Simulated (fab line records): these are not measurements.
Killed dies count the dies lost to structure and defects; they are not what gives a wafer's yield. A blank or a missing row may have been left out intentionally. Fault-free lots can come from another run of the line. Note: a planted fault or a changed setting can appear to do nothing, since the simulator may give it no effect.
fab line records | flow sky130
record lots=6 | wafers=18 | last_day=51
route steps=708 shown METAL1@441 PAD_OPEN@708
lots with no fault: from the same line, run without faults
start_h: hours from the record's opening day to when the first of the lot's shown wafers began | wait_h: time in hours since the lot's previous step | " identical to the entry in the row above | L1.1+2: a single row standing in for several wafers | - value missing, or start not given | * or withheld: withheld | < > ~ a bound
route shown NAME@n: NAME is a module with steps in the file, n the number in the route of the first one | usual: mean and standard deviation over wafers with no fault | same: alike in all rows | chamber/n: place in a boat | sites: per-site readings | _std_site: standard deviation across them | _edge_site: inner sites' mean taken away from outer sites' mean | radius_mm: how far each site lies from the wafer's centre | mask NAME#n: copy n | behind: the most recent tool/chamber to have shaped the wafer | hold: reason for holding the lot/hours on hold/outcome of the hold | device: which transistor (n, p or np) failed to switch | end of line: tests of these same wafers at the route's end | a step with no rows: only its recipe | killed: not the wafer's yield, but the dies lost to structure and defects at the first sort | map: shows each die of a wafer: x if killed, . if not, _ if none is there
set.NAME: the setting the step ran with; set.NAME@STEP: the setting that earlier step ran with | model.NAME: the simulator's own value behind a step, which no gauge read
lots at some steps of the route; a table a step, a row a wafer
services: a tool's chamber out of use, with start hour (start_h, from the record's first day; less than 0 if before it), hours out, and reason
## steps
# step SKY_METAL1_DEHYDRATE_07
# recipe temp_c=200 | time_s=60
# step SKY_METAL1_HMDS_08
# recipe prime_time_s=60 | prime_temp_c=120
# step SKY_METAL1_COAT_09
# recipe resist=BARC | temp_c=withheld | time_s=withheld | spin_rpm=3000 | resist_thk_nm=60
# step SKY_METAL1_COAT_10
# recipe resist=KrF-thick | spin_rpm=3000 | resist_thk_nm=450
# step SKY_METAL1_SOFTBAKE_11
# recipe temp_c=100 | time_s=90 | resist=KrF-thick
# step SKY_METAL1_EXPOSE_12
# recipe mask_id=MM1 | na=0.8 | source_shape=annular | sigma_inner=0.55 | sigma_outer=0.85 | target_cd_nm=140 | dose_mj=28
# step SKY_METAL1_PEB_13
# recipe peb_temp_c=withheld | peb_time_s=withheld | resist=KrF-thick
# step SKY_METAL1_DEVELOP_14
# recipe develop_time_s=60 | resist=KrF-thick | dev_temp_c=21
# step SKY_METAL1_CD_MEAS_15
# recipe target_cd_nm=140
# usual cd_nm=139.7/1.5
lot.wafer | tool      | chamber | start_h | wait_h | cd_nm
L337.2    | cd_sem-02 | -       | 803.23  | -      | 139.3
L337.4    | "         | -       | "       | "      | 139.7
L337.6    | "         | -       | "       | "      | 139.1
L339.1    | cd_sem-01 | -       | 826.25  | -      | 138.8
L339.2    | "         | -       | "       | "      | 139.1
L339.3    | "         | -       | "       | "      | 138.2
L343.1    | cd_sem-02 | -       | 855.91  | -      | 141.1
L343.3    | "         | -       | "       | "      | 142.1
L343.5    | "         | -       | "       | "      | 142.3
L347.2    | cd_sem-01 | -       | 885.88  | -      | 139.8
L347.4    | "         | -       | "       | "      | 141.5
L347.6    | "         | -       | "       | "      | 141.1
L356.2    | cd_sem-01 | -       | 949.69  | -      | 141.5
L356.3    | "         | -       | "       | "      | 139.8
L356.6    | "         | -       | "       | "      | 140.1
L358.1    | cd_sem-02 | -       | 958.92  | -      | 142.7
L358.3    | "         | -       | "       | "      | 142.1
L358.4    | "         | -       | "       | "      | 144.0
# step SKY_METAL1_OVL_MEAS_16
# usual METAL1_OVL=3/5.9
lot.wafer | tool       | chamber | start_h | wait_h | METAL1_OVL[nm]
L337.2    | overlay-02 | -       | 803.34  | 0.1    | -2
L337.4    | "          | -       | "       | "      | -8
L337.6    | "          | -       | "       | "      | -5
L339.1    | overlay-02 | -       | 826.37  | 0.1    | -2
L339.2    | "          | -       | "       | "      | 5
L339.3    | "          | -       | "       | "      | -4
L343.1    | overlay-01 | -       | 856.03  | 0.1    | 14
L343.3    | "          | -       | "       | "      | 15
L343.5    | "          | -       | "       | "      | 10
L347.2    | overlay-02 | -       | 885.99  | 0.1    | 9
L347.4    | "          | -       | "       | "      | 13
L347.6    | "          | -       | "       | "      | 10
L356.2    | overlay-01 | -       | 949.79  | 0.1    | 9
L356.3    | "          | -       | "       | "      | 5
L356.6    | "          | -       | "       | "      | 9
L358.1    | overlay-02 | -       | 959.04  | 0.1    | 0
L358.3    | "          | -       | "       | "      | -5
L358.4    | "          | -       | "       | "      | 4
# step SKY_METAL1_DESCUM_17
# recipe chemistry=O2 | source_power_w=150 | bias_power_w=0 | pressure_mtorr=10 | temp_c=40 | time_s=8
# usual drypump_motor_current_A=5.9/0.42 | oes_product_au=0.996/0.013
lot.wafer | tool         | chamber | start_h | wait_h | drypump_motor_current_A | oes_product_au | rf_hours_counter_h
L337.2    | rie_metal-01 | 0       | 803.37  | 0.0    | 6.4                     | 1.016          | 10
L337.4    | "            | 0       | "       | "      | 6.4                     | 1.018          | -
L337.6    | "            | 0       | "       | "      | 6.4                     | 1.010          | -
L339.1    | rie_metal-02 | 0       | 826.41  | 0.0    | 5.6                     | 0.993          | 5
L339.2    | "            | 1       | "       | "      | 5.4                     | 0.999          | 6
L339.3    | "            | 0       | "       | "      | 5.5                     | 0.986          | -
L343.1    | rie_metal-02 | 1       | 856.07  | 0.0    | 5.3                     | 0.978          | 7
L343.3    | "            | 1       | "       | "      | 5.4                     | 0.982          | -
L343.5    | "            | 0       | "       | "      | 5.5                     | 0.992          | -
L347.2    | rie_metal-02 | 0       | 886.02  | 0.0    | 5.6                     | 0.990          | 7
L347.4    | "            | 1       | "       | "      | 5.4                     | 0.996          | -
L347.6    | "            | 1       | "       | "      | 5.4                     | 1.000          | -
L356.2    | rie_metal-02 | 0       | 949.82  | 0.0    | 5.5                     | 1.003          | 9
L356.3    | "            | 0       | "       | "      | 5.5                     | 1.008          | -
L356.6    | "            | 0       | "       | "      | 5.5                     | 1.007          | -
L358.1    | rie_metal-01 | 1       | 959.07  | 0.0    | 6.0                     | 0.991          | 9
L358.3    | "            | 0       | "       | "      | 6.4                     | 1.017          | -
L358.4    | "            | 1       | "       | "      | 6.0                     | 0.993          | -
# step SKY_METAL1_ETCH_18
# recipe chemistry=N2/H2 | target=BARC | ion_energy_ev=200 | bias_w=100 | pressure_mtorr=30 | n2_flow_sccm=100 | h2_flow_sccm=200 | icp_w=500 | stop_on=SiO2 | time_s=45.9 | target_depth_a=600
# usual drypump_motor_current_A=5.9/0.42 | n2_flow_sccm=100.1/0.31 | oes_product_au=0.854/0.0047 | rf_fwd_power_W=494.1/2.5 | throttle_valve_pct=13.224/0.0091
lot.wafer | tool         | chamber | start_h | wait_h | drypump_motor_current_A | n2_flow_sccm | oes_product_au | rf_fwd_power_W | rf_hours_counter_h | throttle_valve_pct
L337.2    | rie_metal-01 | 0       | 803.40  | 0.0    | 6.5                     | 99.9         | 0.860          | 496.8          | 10                 | 13.229
L337.4    | "            | 0       | "       | "      | 6.5                     | 100.4        | 0.854          | 496.2          | -                  | 13.237
L337.6    | "            | 0       | "       | "      | 6.4                     | 100.3        | 0.856          | 495.9          | -                  | 13.228
L339.1    | rie_metal-02 | 0       | 826.44  | 0.0    | 5.5                     | 100.2        | 0.858          | 492.8          | 5                  | 13.226
L339.2    | "            | 1       | "       | "      | 5.4                     | 100.4        | 0.856          | 490.1          | 6                  | 13.204
L339.3    | "            | 0       | "       | "      | 5.5                     | 100.0        | 0.848          | 491.9          | -                  | 13.210
L343.1    | rie_metal-02 | 1       | 856.10  | 0.0    | 5.4                     | 100.3        | 0.860          | 492.7          | 7                  | 13.224
L343.3    | "            | 1       | "       | "      | 5.4                     | 100.5        | 0.864          | 490.6          | -                  | 13.227
L343.5    | "            | 0       | "       | "      | 5.5                     | 99.7         | 0.857          | 492.4          | -                  | 13.221
L347.2    | rie_metal-02 | 0       | 886.05  | 0.0    | 5.5                     | 100.7        | 0.853          | 493.3          | 7                  | 13.236
L347.4    | "            | 1       | "       | "      | 5.4                     | 100.0        | 0.856          | 490.8          | -                  | 13.246
L347.6    | "            | 1       | "       | "      | 5.3                     | 100.5        | 0.864          | 492.5          | -                  | 13.222
L356.2    | rie_metal-02 | 0       | 949.85  | 0.0    | 5.6                     | 99.9         | 0.856          | 492.6          | 9                  | 13.219
L356.3    | "            | 0       | "       | "      | 5.5                     | 99.7         | 0.855          | 492.0          | -                  | 13.225
L356.6    | "            | 0       | "       | "      | 5.5                     | 99.9         | 0.866          | 493.2          | -                  | 13.232
L358.1    | rie_metal-01 | 1       | 959.10  | 0.0    | 6.0                     | 100.4        | 0.850          | 490.7          | 9                  | 13.234
L358.3    | "            | 0       | "       | "      | 6.4                     | 99.7         | 0.848          | 495.7          | -                  | 13.219
L358.4    | "            | 1       | "       | "      | 6.0                     | 100.4        | 0.848          | 492.3          | -                  | 13.223
# step SKY_METAL1_METAL_ETCH_19
# recipe target_depth_a=3600 | stop_on=SiO2 | over_etch_frac=0.3 | time_s=78 | chemistry=Cl2/BCl3 | resist_sidewall_deg=88 | pressure_mtorr=10 | icp_w=900 | bias_w=48.5 | Cl2_flow_sccm=60 | bcl3_flow_sccm=30
# usual drypump_motor_current_A=5.9/0.42 | oes_product_au=0.856/0.0059 | rf_fwd_power_W=892/4.1 | throttle_valve_pct=22.264/0.0091
lot.wafer | tool         | chamber | start_h | wait_h | drypump_motor_current_A | oes_product_au | rf_fwd_power_W | rf_hours_counter_h | throttle_valve_pct | model.KrF-thick_of_METAL1_COAT_10.thk_nm | model.METAL1.cd_nm
L337.2    | rie_metal-01 | 0       | 803.47  | 0.0    | 6.4                     | 0.859          | 893            | 10                 | 22.264             | 156.1                                    | 142.5
L337.4    | "            | 0       | "       | "      | 6.5                     | 0.864          | 898            | -                  | 22.259             | 156.6                                    | 143.4
L337.6    | "            | 0       | "       | "      | 6.4                     | 0.868          | 902            | -                  | 22.258             | 153.2                                    | 142.8
L339.1    | rie_metal-02 | 0       | 826.51  | 0.0    | 5.5                     | 0.851          | 892            | 5                  | 22.275             | 162.5                                    | 136.6
L339.2    | "            | 1       | "       | "      | 5.4                     | 0.862          | 895            | 6                  | 22.258             | 160.8                                    | 138.5
L339.3    | "            | 0       | "       | "      | 5.5                     | 0.855          | 893            | -                  | 22.251             | 163                                      | 136.6
L343.1    | rie_metal-02 | 1       | 856.17  | 0.0    | 5.3                     | 0.864          | 740            | 7                  | 22.266             | 192.8                                    | 144.9
L343.3    | "            | 1       | "       | "      | 5.3                     | 0.859          | 739            | -                  | 22.275             | 193.2                                    | 147
L343.5    | "            | 0       | "       | "      | 5.5                     | 0.853          | 894            | -                  | 22.271             | 159.3                                    | 141.2
L347.2    | rie_metal-02 | 0       | 886.12  | 0.0    | 5.5                     | 0.858          | 891            | 7                  | 22.263             | 157.5                                    | 137.2
L347.4    | "            | 1       | "       | "      | 5.4                     | 0.849          | 744            | -                  | 22.250             | 194.7                                    | 142.4
L347.6    | "            | 1       | "       | "      | 5.3                     | 0.849          | 746            | -                  | 22.261             | 194.1                                    | 143.1
L356.2    | rie_metal-02 | 0       | 949.92  | 0.0    | 5.5                     | 0.861          | 890            | 9                  | 22.255             | 157.1                                    | 140.8
L356.3    | "            | 0       | "       | "      | 5.5                     | 0.856          | 891            | -                  | 22.260             | 157.6                                    | 138.8
L356.6    | "            | 0       | "       | "      | 5.5                     | 0.858          | 892            | -                  | 22.264             | 158.6                                    | 138.9
L358.1    | rie_metal-01 | 1       | 959.17  | 0.0    | 6.0                     | 0.857          | 892            | 9                  | 22.258             | 166.6                                    | 145.8
L358.3    | "            | 0       | "       | "      | 6.4                     | 0.851          | 896            | -                  | 22.246             | 154                                      | 142.4
L358.4    | "            | 1       | "       | "      | 6.0                     | 0.851          | 887            | -                  | 22.249             | 168.1                                    | 146.6
# step SKY_METAL1_STRIP_20
# recipe chemistry=O2/N2 | power_w=1400 | pressure_mtorr=1500 | platen_temp_c=withheld | o2_flow_sccm=3000 | n2_flow_sccm=300 | overash_fraction=0.5
# usual drypump_motor_current_A=5.72/0.29 | n2_flow_sccm=300.1/0.85 | oes_product_au=0.343/0.0051 | strip_time_to_endpoint_s=2.71/0.06
lot.wafer | tool            | chamber | start_h | wait_h | drypump_motor_current_A | n2_flow_sccm | oes_product_au | rf_hours_counter_h | strip_time_to_endpoint_s
L337.2    | plasma_asher-04 | 1       | 803.56  | 0.1    | 5.76                    | 299.2        | 0.342          | 67                 | 2.65
L337.4    | "               | 0       | "       | "      | 6.03                    | 298.5        | 0.337          | -                  | 2.67
L337.6    | "               | 0       | "       | "      | 6.02                    | 300.1        | 0.343          | -                  | 2.65
L339.1    | plasma_asher-03 | 0       | 826.60  | 0.1    | 5.83                    | 300.4        | 0.351          | 42                 | 2.73
L339.2    | "               | 1       | "       | "      | 5.21                    | 300.6        | 0.339          | 42                 | 2.71
L339.3    | "               | 0       | "       | "      | 5.85                    | 299.9        | 0.343          | -                  | 2.72
L343.1    | plasma_asher-04 | 1       | 856.26  | 0.1    | 5.76                    | 300.4        | 0.361          | 74                 | 3.07
L343.3    | "               | 0       | "       | "      | 6.02                    | 301.0        | 0.366          | -                  | 3.08
L343.5    | "               | 0       | "       | "      | 6.05                    | 300.7        | 0.343          | -                  | 2.72
L347.2    | plasma_asher-03 | 0       | 886.21  | 0.1    | 5.84                    | 299.1        | 0.343          | 47                 | 2.68
L347.4    | "               | 1       | "       | "      | 5.18                    | 300.1        | 0.351          | -                  | 3.10
L347.6    | "               | 1       | "       | "      | 5.22                    | 299.2        | 0.356          | -                  | 3.08
L356.2    | plasma_asher-04 | 0       | 950.01  | 0.1    | 6.06                    | 299.8        | 0.338          | 84                 | 2.67
L356.3    | "               | 1       | "       | "      | 5.76                    | 300.0        | 0.343          | -                  | 2.68
L356.6    | "               | 1       | "       | "      | 5.77                    | 299.3        | 0.346          | -                  | 2.70
L358.1    | plasma_asher-03 | 0       | 959.26  | 0.1    | 5.82                    | 300.8        | 0.341          | 55                 | 2.77
L358.3    | "               | 0       | "       | "      | 5.83                    | 300.6        | 0.342          | -                  | 2.65
L358.4    | "               | 1       | "       | "      | 5.19                    | 299.0        | 0.348          | -                  | 2.79
# step SKY_METAL1_STRIP_21
# recipe chemistry=post_etch_residue_remover | time_s=1200 | temp_c=72.5
# step SKY_PAD_OPEN_PROBE_99
# usual defect_limited_yield=82.8/2 | killed_at_M0_to_M3=43/6.8 | killed_at_M4_up=3.3/1.9 | killed_at_contacts=24/5.3 | killed_at_front_end=14/4.3 | killed_at_other=0.3/0.62 | killed_dies=85/9.8 | killed_open=46/8 | killed_short=39/5.9 | sort_bin_3_pad_short=0.8/0.39 | sort_bin_5_function=10.2/1.5 | sort_bin_6_memory=6.2/1.2 | sort_n_pass=407/9.8 | sort_yield_pct=82.8/2
# same gross_dies=492 | killed_at_back_side=0 | sort_bin_4_leakage[%]=0 | sort_bin_8_speed[%]=0
lot.wafer | tool      | chamber | start_h | wait_h | defect_limited_yield[%] | killed_at_M0_to_M3 | killed_at_M4_up | killed_at_contacts | killed_at_front_end | killed_at_other | killed_dies | killed_open | killed_short | sort_bin_3_pad_short[%] | sort_bin_5_function[%] | sort_bin_6_memory[%] | sort_n_pass | sort_yield_pct[%]
L347.2    | prober-01 | -       | 1177.71 | 0.1    | 83.7                    | 32                 | 3               | 25                 | 20                  | 0               | 80          | 44          | 36           | 0.8                     | 9.1                    | 6.3                  | 412         | 83.7
L347.4    | prober-01 | -       | 1177.81 | 0.2    | 86.8                    | 30                 | 4               | 22                 | 9                   | 0               | 65          | 42          | 23           | 0.4                     | 8.7                    | 4.1                  | 427         | 86.8
L347.6    | prober-01 | -       | 1177.91 | 0.2    | 78.3                    | 45                 | 8               | 27                 | 27                  | 0               | 107         | 61          | 46           | 1.2                     | 13.6                   | 6.9                  | 385         | 78.3
# killed by level:class
L347.2 CONTACT:geometric_particle:open=10 VIA1:geometric_particle:open=10 FIELD_ISO:geometric_particle:open=7 CONTACT:geometric_particle:short=6 FIELD_ISO:geometric_particle:short=4 LI_CONTACT:geometric_particle:open=4 VIA3:geometric_particle:open=4 METAL3:geometric_particle:short=4
L347.4 VIA1:geometric_particle:open=9 VIA2:geometric_particle:open=7 LI_CONTACT:geometric_particle:open=6 CONTACT:geometric_particle:open=6 LOCAL_INTERCONNECT:geometric_particle:short=5 FIELD_ISO:geometric_particle:open=4 VIA3:geometric_particle:open=4 METAL4:geometric_particle:short=3
L347.6 VIA1:geometric_particle:open=12 CONTACT:geometric_particle:open=11 VIA2:geometric_particle:open=10 FIELD_ISO:geometric_particle:short=8 LI_CONTACT:geometric_particle:open=8 FIELD_ISO:geometric_particle:open=5 LOCAL_INTERCONNECT:geometric_particle:short=5 METAL2:geometric_particle:short=5
## services
tool            | chamber | start_h | hours | kind
rie_metal-02    | 0       | 800.65  | 8.9   | repair
plasma_asher-03 | -       | 828.14  | 3.8   | repair
plasma_asher-03 | -       | 855.61  | 7.6   | repair
plasma_asher-03 | -       | 908.00  | 0.4   | repair
plasma_asher-04 | -       | 923.14  | 3.5   | repair
## key
first_sign step=SKY_METAL1_METAL_ETCH_19 | reading=rf_fwd_power_W | direction=down | sigmas=36 | usual=892 | struck=743
effect step=SKY_METAL1_STRIP_20 | reading=strip_time_to_endpoint_s | direction=up | sigmas=6.1 | usual=* | struck=*
model_effect step=SKY_METAL1_METAL_ETCH_19 | value=KrF-thick_of_METAL1_COAT_10.thk_nm | without=162 | struck=193.7
met_at SKY_METAL1_METAL_ETCH_19
struck_wafers L343.1,L343.3,L347.4,L347.6
onset_between 826.51 856.17
fault kind=process_parameter_drift | tool=rie_metal-02 | chamber=1 | onset_h=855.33 | steps=SKY_METAL1_METAL_ETCH_19 | channel=icp_w | offset=-144 | shape=step | end_h=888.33 | acts_in=these_recipes_only | stated=900
